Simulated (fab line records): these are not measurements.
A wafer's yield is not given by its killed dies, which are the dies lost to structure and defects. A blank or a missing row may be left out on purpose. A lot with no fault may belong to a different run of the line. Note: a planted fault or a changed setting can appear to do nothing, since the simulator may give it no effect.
The tool behind it: which one?	flow sky130	24 lots, 72 wafers sampled, at 6 steps of a route of 708

## WHAT THE GAUGES SHOWED, per wafer
SKY_CAP2M_THK_MEAS_04: measures by xrf.
lot	measured	on	CAP2M_TIN_THK (nm)
L074	day 39 11:16	filmMetro-02	199.6 199.2 200.5
L075	day 39 20:58	filmMetro-03	198.7 200.0 200.0
L076	day 40 04:12	filmMetro-02	199.2 198.0 199.3
L077	day 40 20:52	filmMetro-03	198.5 197.2 198.0
L078	day 40 22:38	filmMetro-02	202.6 199.4 202.1
L079	day 41 03:05	filmMetro-04	197.4 199.1 197.0
L080	day 41 10:26	filmMetro-04	197.6 198.5 195.0
L082	day 42 19:11	filmMetro-04	199.0 194.9 198.9
L083	day 42 20:43	filmMetro-02	197.3 197.7 196.2
L081	day 42 21:37	filmMetro-04	195.7 196.8 197.8
L084	day 42 21:59	filmMetro-04	198.9 198.7 199.4
L085	day 43 04:56	filmMetro-03	199.6 200.4 200.4
L086	day 43 21:26	filmMetro-04	197.1 196.6 194.3
L087	day 44 02:00	filmMetro-02	202.5 203.2 203.8
L088	day 44 03:43	filmMetro-02	203.0 202.2 202.4
L089	day 44 10:23	filmMetro-04	193.6 195.9 196.7
L090	day 44 16:19	filmMetro-02	199.4 200.9 200.0
L092	day 44 18:16	filmMetro-04	200.6 201.5 199.5
L091	day 44 20:07	filmMetro-04	201.7 199.5 199.8
L093	day 45 06:04	filmMetro-02	200.8 201.9 200.4
L094	day 45 07:37	filmMetro-02	199.3 200.0 198.6
L095	day 45 12:25	filmMetro-04	197.8 197.5 197.7
L096	day 45 22:28	filmMetro-03	199.9 199.9 197.0
L097	day 46 00:20	filmMetro-03	197.1 195.5 197.1

SKY_CAP2M_OVL_MEAS_12.
lot	measured	on	CAP2M_OVL (nm)
L074	day 40 11:44	overlay-02	-0.2 1.3 0.0
L075	day 40 21:12	overlay-01	1.7 1.8 0.8
L076	day 41 04:48	overlay-02	1.8 1.7 1.4
L077	day 41 20:23	overlay-01	1.1 1.3 0.0
L078	day 41 22:31	overlay-01	-1.4 -1.0 -0.6
L079	day 42 02:42	overlay-01	0.0 -0.3 0.9
L080	day 42 09:31	overlay-01	0.1 1.1 1.3
L082	day 43 17:29	overlay-01	1.1 1.4 0.0
L083	day 43 18:15	overlay-01	2.9 1.2 1.6
L081	day 43 20:14	overlay-01	1.6 -0.9 1.3
L084	day 43 20:27	overlay-02	2.7 2.6 2.8
L085	day 44 02:18	overlay-01	-0.1 -0.9 -0.8
L086	day 44 19:50	overlay-02	1.3 1.4 0.9
L087	day 44 23:00	overlay-01	-0.2 0.3 0.5
L088	day 45 01:36	overlay-02	0.2 1.7 1.2
L089	day 45 07:36	overlay-02	-1.3 -0.7 -1.3
L090	day 45 12:21	overlay-02	4.0 2.7 3.3
L092	day 45 15:56	overlay-01	-0.4 0.6 0.1
L091	day 45 16:53	overlay-02	0.6 -0.3 0.8
L093	day 46 02:41	overlay-01	-0.7 -2.0 -2.0
L094	day 46 04:12	overlay-01	-0.5 0.5 0.0
L095	day 46 08:21	overlay-02	-0.3 0.0 -2.0
L096	day 46 18:20	overlay-02	1.2 2.5 2.8
L097	day 46 20:18	overlay-02	2.4 2.0 0.6

## EACH LOT AND THE TOOL THAT RAN IT (in order: tool; ch and the chambers of the sampled wafers; start)
lot	SKY_METAL3_ETCH_16	SKY_VIA3_ETCH_14	SKY_VIA3_SPUTTER_20	SKY_VIA3_CVD_21
L074	rieMetal-04 ch 0,1, day 38 05:37	rieDiel-03 ch 1,2,3, day 39 09:24	pvdSputter-03, day 39 10:08	cvdW-01 ch 0,1, day 39 10:11
L075	rieMetal-04 ch 0,1, day 38 16:00	rieDiel-04 ch 0,2, day 39 19:07	pvdSputter-04, day 39 19:49	cvdW-02 ch 0,1, day 39 19:53
L076	rieMetal-03 ch 0,1, day 38 23:21	rieDiel-03 ch 0,1,2, day 40 02:22	pvdSputter-04, day 40 03:04	cvdW-02 ch 0,1, day 40 03:07
L077	rieMetal-01 ch 0,1, day 39 16:43	rieDiel-04 ch 0,1,3, day 40 19:00	pvdSputter-03, day 40 19:44	cvdW-02 ch 0,1, day 40 19:47
L078	rieMetal-01 ch 0,1, day 39 18:28	rieDiel-02 ch 0,1,3, day 40 20:45	pvdSputter-02, day 40 21:29	cvdW-01 ch 0,1, day 40 21:35
L079	rieMetal-04 ch 0,1, day 39 23:15	rieDiel-04 ch 0,2,3, day 41 01:15	pvdSputter-02, day 41 01:57	cvdW-02 ch 0,1, day 41 02:01
L080	rieMetal-03 ch 0,1, day 40 06:33	rieDiel-02 ch 2,3, day 41 08:36	pvdSputter-03, day 41 09:18	cvdW-02 ch 0,1, day 41 09:24
L082	rieMetal-03 ch 0,1, day 41 16:27	rieDiel-02 ch 1,2,3, day 42 17:12	pvdSputter-03, day 42 17:54	cvdW-01 ch 0,1, day 42 17:58
L083	rieMetal-04 ch 0,1, day 41 17:50	rieDiel-04 ch 1,2,3, day 42 18:40	pvdSputter-02, day 42 19:22	cvdW-02 ch 0,1, day 42 19:25
L081	rieMetal-01 ch 0,1, day 41 18:57	rieDiel-02 ch 1,2,3, day 42 19:39	pvdSputter-03, day 42 20:21	cvdW-02 ch 0,1, day 42 20:25
L084	rieMetal-01 ch 0,1, day 41 19:54	rieDiel-03 ch 1,2,3, day 42 20:09	pvdSputter-03, day 42 20:50	cvdW-01 ch 0,1, day 42 20:54
L085	rieMetal-01 ch 0,1, day 42 02:08	rieDiel-03 ch 1,2,3, day 43 03:06	pvdSputter-04, day 43 03:47	cvdW-02 ch 0,1, day 43 03:51
L086	rieMetal-03 ch 0,1, day 42 19:09	rieDiel-04 ch 0,2,3, day 43 19:36	pvdSputter-04, day 43 20:17	cvdW-02 ch 0,1, day 43 20:21
L087	rieMetal-01 ch 0,1, day 43 00:20	rieDiel-02 ch 2,3, day 44 00:07	pvdSputter-03, day 44 00:51	cvdW-02 ch 0,1, day 44 00:57
L088	rieMetal-03 ch 0,1, day 43 01:34	rieDiel-02 ch 3, day 44 01:50	pvdSputter-02, day 44 02:35	cvdW-01 ch 0, day 44 02:38
L089	rieMetal-01 ch 0,1, day 43 08:17	rieDiel-02 ch 1,2, day 44 08:30	pvdSputter-03, day 44 09:15	cvdW-01 ch 1, day 44 09:19
L090	rieMetal-01 ch 0,1, day 43 14:39	rieDiel-02 ch 0,2,3, day 44 14:09	pvdSputter-04, day 44 15:11	cvdW-02 ch 0,1, day 44 15:14
L092	rieMetal-01 ch 0,1, day 43 16:08	rieDiel-03 ch 0,3, day 44 16:25	pvdSputter-02, day 44 17:07	cvdW-01 ch 0, day 44 17:10
L091	rieMetal-01 ch 0,1, day 43 17:53	rieDiel-03 ch 0,1,2, day 44 18:18	pvdSputter-04, day 44 19:00	cvdW-01 ch 0,1, day 44 19:04
L093	rieMetal-03 ch 0,1, day 44 04:43	rieDiel-03 ch 0,2,3, day 45 04:12	pvdSputter-04, day 45 04:56	cvdW-02 ch 0,1, day 45 05:00
L094	rieMetal-04 ch 0,1, day 44 06:43	rieDiel-03 ch 0,1,3, day 45 05:42	pvdSputter-04, day 45 06:28	cvdW-02 ch 0,1, day 45 06:34
L095	rieMetal-04 ch 0,1, day 44 11:27	rieDiel-02 ch 0,1, day 45 10:33	pvdSputter-03, day 45 11:17	cvdW-02 ch 0,1, day 45 11:21
L096	rieMetal-01 ch 0,1, day 44 20:54	rieDiel-02 ch 0,1,2, day 45 20:36	pvdSputter-03, day 45 21:20	cvdW-01 ch 0,1, day 45 21:23
L097	rieMetal-01 ch 0, day 44 22:55	rieDiel-02 ch 0,1, day 45 22:19	pvdSputter-04, day 45 23:04	cvdW-02 ch 1, day 45 23:07
- SKY_METAL3_ETCH_16: etches BARC in N2/H2, stops on SiO2, time 88.2 s, target depth 60 nm.
- SKY_VIA3_ETCH_14: etches BARC in N2/H2, stops on SiO2, time 45.9 s, target depth 60 nm.
- SKY_VIA3_SPUTTER_20: material TiN, target thk 20 nm, time 80 s.
- SKY_VIA3_CVD_21: deposits W, target thk 390 nm, time 117.31 s.

## WHAT THE TOOLS THEMSELVES READ (means of the sampled wafers that have a number; where no wafer has one, the mark that the record gives instead)
SKY_METAL3_ETCH_16.
lot	tool	biasW (W)	drypumpMotorCurrentA (A)	oesProductAu (a.u.)	rfFwdPowerW (W)	throttleValvePct (%)
L074	rieMetal-04	100.20	6.0	0.628	497.2	13.196
L075	rieMetal-04	99.81	5.5	0.622	498.4	13.201
L076	rieMetal-03	100.06	5.6	0.627	496.9	13.207
L077	rieMetal-01	100.04	6.4	0.628	498.5	13.202
L078	rieMetal-01	99.84	6.5	0.622	498.8	13.196
L079	rieMetal-04	99.86	5.5	0.625	498.2	13.208
L080	rieMetal-03	99.80	5.6	0.623	496.8	13.216
L082	rieMetal-03	99.83	5.6	0.625	495.9	13.205
L083	rieMetal-04	99.95	6.0	0.624	497.5	13.211
L081	rieMetal-01	100.01	6.6	0.629	497.5	13.207
L084	rieMetal-01	99.70	6.4	0.620	496.6	13.206
L085	rieMetal-01	99.60	6.5	0.628	498.4	13.209
L086	rieMetal-03	100.55	5.6	0.627	496.5	13.198
L087	rieMetal-01	100.04	6.4	0.629	496.9	13.206
L088	rieMetal-03	99.75	5.6	0.628	495.9	13.208
L089	rieMetal-01	100.46	6.5	0.626	498.0	13.203
L090	rieMetal-01	100.00	6.5	0.626	500.1	13.200
L092	rieMetal-01	99.90	6.4	0.622	499.6	13.208
L091	rieMetal-01	99.82	6.5	0.625	497.6	13.201
L093	rieMetal-03	100.14	5.6	0.624	496.7	13.205
L094	rieMetal-04	100.01	5.6	0.632	496.1	13.203
L095	rieMetal-04	100.10	5.5	0.626	498.5	13.204
L096	rieMetal-01	99.95	6.5	0.624	498.7	13.203
L097	rieMetal-01	99.79	6.3	0.625	495.5	13.203

SKY_VIA3_ETCH_14.
lot	tool	biasW (W)	drypumpMotorCurrentA (A)	oesProductAu (a.u.)	rfFwdPowerW (W)	throttleValvePct (%)
L074	rieDiel-03	100.3	5.7	0.857	495.0	13.229
L075	rieDiel-04	100.3	5.2	0.855	495.4	13.226
L076	rieDiel-03	99.9	5.7	0.858	496.1	13.211
L077	rieDiel-04	100.3	5.6	0.853	493.1	13.233
L078	rieDiel-02	100.0	5.4	0.853	495.3	13.229
L079	rieDiel-04	100.3	5.7	0.856	494.7	13.221
L080	rieDiel-02	100.1	5.1	0.855	492.5	13.227
L082	rieDiel-02	100.0	5.5	0.855	493.7	13.231
L083	rieDiel-04	99.7	6.1	0.853	495.2	13.212
L081	rieDiel-02	100.2	5.5	0.858	492.9	13.221
L084	rieDiel-03	99.9	5.6	0.855	494.7	13.221
L085	rieDiel-03	100.2	5.7	0.855	494.2	13.230
L086	rieDiel-04	100.0	5.7	0.853	494.8	13.226
L087	rieDiel-02	100.1	5.1	0.856	493.4	13.238
L088	rieDiel-02	100.4	4.8	0.853	492.4	13.229
L089	rieDiel-02	99.9	5.8	0.859	495.2	13.229
L090	rieDiel-02	100.0	5.2	0.856	493.6	13.225
L092	rieDiel-03	100.2	5.3	0.855	495.1	13.220
L091	rieDiel-03	100.0	5.7	0.857	495.0	13.223
L093	rieDiel-03	99.7	5.5	0.848	495.4	13.228
L094	rieDiel-03	100.1	5.5	0.855	494.4	13.218
L095	rieDiel-02	100.2	5.6	0.861	493.7	13.221
L096	rieDiel-02	100.0	5.7	0.859	494.1	13.230
L097	rieDiel-02	99.8	5.6	0.857	496.4	13.229

SKY_VIA3_SPUTTER_20.
lot	tool	throttleValvePct (%)
L074	pvdSputter-03	30.9
L075	pvdSputter-04	30.0
L076	pvdSputter-04	30.1
L077	pvdSputter-03	31.4
L078	pvdSputter-02	30.0
L079	pvdSputter-02	29.7
L080	pvdSputter-03	30.7
L082	pvdSputter-03	31.4
L083	pvdSputter-02	29.7
L081	pvdSputter-03	30.8
L084	pvdSputter-03	31.4
L085	pvdSputter-04	30.3
L086	pvdSputter-04	30.2
L087	pvdSputter-03	30.4
L088	pvdSputter-02	29.7
L089	pvdSputter-03	31.4
L090	pvdSputter-04	30.1
L092	pvdSputter-02	30.0
L091	pvdSputter-04	30.0
L093	pvdSputter-04	29.9
L094	pvdSputter-04	29.6
L095	pvdSputter-03	31.0
L096	pvdSputter-03	31.0
L097	pvdSputter-04	30.5

SKY_VIA3_CVD_21.
lot	tool	chamberPressureTorr (Torr)	heaterPowerW (W)	susceptorTempC (C)
L074	cvdW-01	39.89	770	400.10
L075	cvdW-02	40.07	783	400.23
L076	cvdW-02	39.98	794	400.13
L077	cvdW-02	39.98	787	400.23
L078	cvdW-01	40.07	754	400.11
L079	cvdW-02	40.09	786	399.82
L080	cvdW-02	40.00	789	400.20
L082	cvdW-01	39.94	762	399.92
L083	cvdW-02	39.90	789	400.09
L081	cvdW-02	40.13	788	400.03
L084	cvdW-01	39.95	743	400.12
L085	cvdW-02	40.03	794	399.79
L086	cvdW-02	40.00	785	399.80
L087	cvdW-02	39.92	781	399.91
L088	cvdW-01	39.93	722	400.18
L089	cvdW-01	39.92	770	399.74
L090	cvdW-02	39.97	783	400.20
L092	cvdW-01	39.92	708	400.02
L091	cvdW-01	40.07	760	399.75
L093	cvdW-02	40.09	801	399.96
L094	cvdW-02	40.01	798	400.06
L095	cvdW-02	39.96	794	399.94
L096	cvdW-01	40.05	755	399.99
L097	cvdW-02	40.10	796	399.70

## THE ANSWER, worked out from the rows above alone
Rule: the usual values come from the lots themselves. The widest of any qualifying gaps counts: lots, ordered by their means at a reading, are off when they make up no more than a third of the lots, leave a main group of 4 or more, and stand apart from it by 3 or more times the standard deviation of that group's means. The tables above print the reading to a certain number of digits; a main group whose means all agree to those digits is not used. Also off: a lot with no number at a reading for which 4 or more lots have one. The other lots that the step has rows for count as sound. Order of review: gauges by route order, followed by the tools' own readings, for which a lot's mean as printed above is used. The first step at which some lot is off is used, and at that step the reading that is off furthest; a lot without a number counts as furthest.
No lot is off on any of the readings shown, so nothing can be concluded from this.

## WHAT WAS PUT IN BY THE SIMULATOR
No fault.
